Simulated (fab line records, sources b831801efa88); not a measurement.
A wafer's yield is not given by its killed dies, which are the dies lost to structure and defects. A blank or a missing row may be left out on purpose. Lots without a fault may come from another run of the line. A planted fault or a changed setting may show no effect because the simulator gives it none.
Which tool was responsible? :: flow sky130 :: 35 wafers from 12 lots sampled at 2 of the route's 708 steps

== WHAT THE GAUGES READ, wafer by wafer ==
SKY_SONOS_ONO_CD_MEAS_13: the cd target is 410 nm. Usual: cd_nm 409.3 nm, standard deviation 2.2.
lot: L527
measured: day 13 20:05
on: cd_sem-01
cd_nm (nm): 408.7 406.2 407.8
flag: 

lot: L529
measured: day 14 20:07
on: cd_sem-02
cd_nm (nm): 408.0 409.8 408.4
flag: 

lot: L528
measured: day 14 21:30
on: cd_sem-02
cd_nm (nm): 407.0 406.2 407.7
flag: 

lot: L538
measured: day 17 07:22
on: cd_sem-01
cd_nm (nm): 408.6 408.6
flag: 

lot: L541
measured: day 17 21:32
on: cd_sem-02
cd_nm (nm): 409.8 409.5 409.0
flag: 

lot: L542
measured: day 18 08:11
on: cd_sem-01
cd_nm (nm): 407.3 407.4 407.4
flag: 

lot: L544
measured: day 19 04:05
on: cd_sem-01
cd_nm (nm): 404.7 404.9 404.7
flag: 

lot: L545
measured: day 19 03:33
on: cd_sem-02
cd_nm (nm): 412.1 408.9 411.6
flag: 

lot: L546
measured: day 19 14:55
on: cd_sem-01
cd_nm (nm): 407.6 409.7 408.0
flag: 

lot: L547
measured: day 20 00:42
on: cd_sem-02
cd_nm (nm): 411.3 409.7 410.0
flag: 

lot: L548
measured: day 20 11:23
on: cd_sem-02
cd_nm (nm): 409.9 410.5 412.2
flag: 

lot: L549
measured: day 20 18:03
on: cd_sem-01
cd_nm (nm): 406.2 405.7 407.7
flag: 

== TOOL THAT RAN EACH LOT (tool first, then ch and the chambers of the sampled wafers, then the start) ==
lot: L527
SKY_VT_ADJUST_PCH_STRIP_09: plasma_asher-03 ch 0,1, day 11 14:25

lot: L529
SKY_VT_ADJUST_PCH_STRIP_09: plasma_asher-02 ch 0,1, day 12 10:38

lot: L528
SKY_VT_ADJUST_PCH_STRIP_09: plasma_asher-03 ch 1, day 12 12:59

lot: L538
SKY_VT_ADJUST_PCH_STRIP_09: plasma_asher-03 ch 1, day 14 16:14

lot: L541
SKY_VT_ADJUST_PCH_STRIP_09: plasma_asher-02 ch 0,1, day 15 04:13

lot: L542
SKY_VT_ADJUST_PCH_STRIP_09: plasma_asher-03 ch 0,1, day 15 15:59

lot: L544
SKY_VT_ADJUST_PCH_STRIP_09: plasma_asher-03 ch 0,1, day 16 08:47

lot: L545
SKY_VT_ADJUST_PCH_STRIP_09: plasma_asher-04 ch 0,1, day 16 13:05

lot: L546
SKY_VT_ADJUST_PCH_STRIP_09: plasma_asher-03 ch 1, day 16 16:11

lot: L547
SKY_VT_ADJUST_PCH_STRIP_09: plasma_asher-02 ch 0,1, day 17 02:23

lot: L548
SKY_VT_ADJUST_PCH_STRIP_09: plasma_asher-02 ch 0,1, day 17 12:56

lot: L549
SKY_VT_ADJUST_PCH_STRIP_09: plasma_asher-04 ch 0,1, day 17 21:23
- SKY_VT_ADJUST_PCH_STRIP_09: strips in O2/N2.

== AS READ BY THE TOOLS THEMSELVES (means over the sampled wafers that have a number; for cases with no such wafer, the mark the record gives instead) ==
SKY_VT_ADJUST_PCH_STRIP_09. Usual: drypump_motor_current_A 5.6 A, standard deviation 0.5; n2_flow_sccm 300.0 sccm, standard deviation 0.88; oes_product_au 0.722 a.u., standard deviation 0.0041; strip_time_to_endpoint_s 36.94 s, standard deviation 0.12.
lot: L527
tool: plasma_asher-03
drypump_motor_current_A (A): 5.8
n2_flow_sccm (sccm): 299.2
oes_product_au (a.u.): 0.723
strip_time_to_endpoint_s (s): 37.01
flag: 

lot: L529
tool: plasma_asher-02
drypump_motor_current_A (A): 5.1
n2_flow_sccm (sccm): 300.8
oes_product_au (a.u.): 0.722
strip_time_to_endpoint_s (s): 36.71
flag: 

lot: L528
tool: plasma_asher-03
drypump_motor_current_A (A): 5.6
n2_flow_sccm (sccm): 300.3
oes_product_au (a.u.): 0.722
strip_time_to_endpoint_s (s): 36.94
flag: 

lot: L538
tool: plasma_asher-03
drypump_motor_current_A (A): 5.6
n2_flow_sccm (sccm): 300.0
oes_product_au (a.u.): 0.722
strip_time_to_endpoint_s (s): 36.91
flag: 

lot: L541
tool: plasma_asher-02
drypump_motor_current_A (A): 5.5
n2_flow_sccm (sccm): 299.7
oes_product_au (a.u.): 0.724
strip_time_to_endpoint_s (s): 36.71
flag: 

lot: L542
tool: plasma_asher-03
drypump_motor_current_A (A): 5.9
n2_flow_sccm (sccm): 299.4
oes_product_au (a.u.): 0.719
strip_time_to_endpoint_s (s): 37.03
flag: 

lot: L544
tool: plasma_asher-03
drypump_motor_current_A (A): 5.8
n2_flow_sccm (sccm): 300.5
oes_product_au (a.u.): 0.720
strip_time_to_endpoint_s (s): 36.87
flag: 

lot: L545
tool: plasma_asher-04
drypump_motor_current_A (A): 5.5
n2_flow_sccm (sccm): 299.7
oes_product_au (a.u.): 0.721
strip_time_to_endpoint_s (s): 36.89
flag: 

lot: L546
tool: plasma_asher-03
drypump_motor_current_A (A): 5.6
n2_flow_sccm (sccm): 300.0
oes_product_au (a.u.): 0.726
strip_time_to_endpoint_s (s): 37.08
flag: 

lot: L547
tool: plasma_asher-02
drypump_motor_current_A (A): 5.1
n2_flow_sccm (sccm): 300.4
oes_product_au (a.u.): 0.725
strip_time_to_endpoint_s (s): 37.13
flag: 

lot: L548
tool: plasma_asher-02
drypump_motor_current_A (A): 5.1
n2_flow_sccm (sccm): 299.8
oes_product_au (a.u.): 0.722
strip_time_to_endpoint_s (s): 36.94
flag: 

lot: L549
tool: plasma_asher-04
drypump_motor_current_A (A): 5.7
n2_flow_sccm (sccm): 299.1
oes_product_au (a.u.): 0.722
strip_time_to_endpoint_s (s): 36.97
flag: 

== THE ANSWER, worked out from the rows above alone ==
Rule: take the mean of a lot's wafers that have a number; if it is more than 3 standard deviations from the usual mean, the lot is off. A lot without any number at a reading at which 4 lots or more have one is off too. Where the step has rows for the other lots, those lots are counted as sound. First the gauges in route order, then the tools' own readings, where a lot's mean is used as printed above. At the first step where some lot is off, the reading lying furthest off is the one used; lots without a number count as furthest.
None of the lots is off at any reading shown; this tells nothing.

== WHAT HAD BEEN PUT IN BY THE SIMULATOR ==
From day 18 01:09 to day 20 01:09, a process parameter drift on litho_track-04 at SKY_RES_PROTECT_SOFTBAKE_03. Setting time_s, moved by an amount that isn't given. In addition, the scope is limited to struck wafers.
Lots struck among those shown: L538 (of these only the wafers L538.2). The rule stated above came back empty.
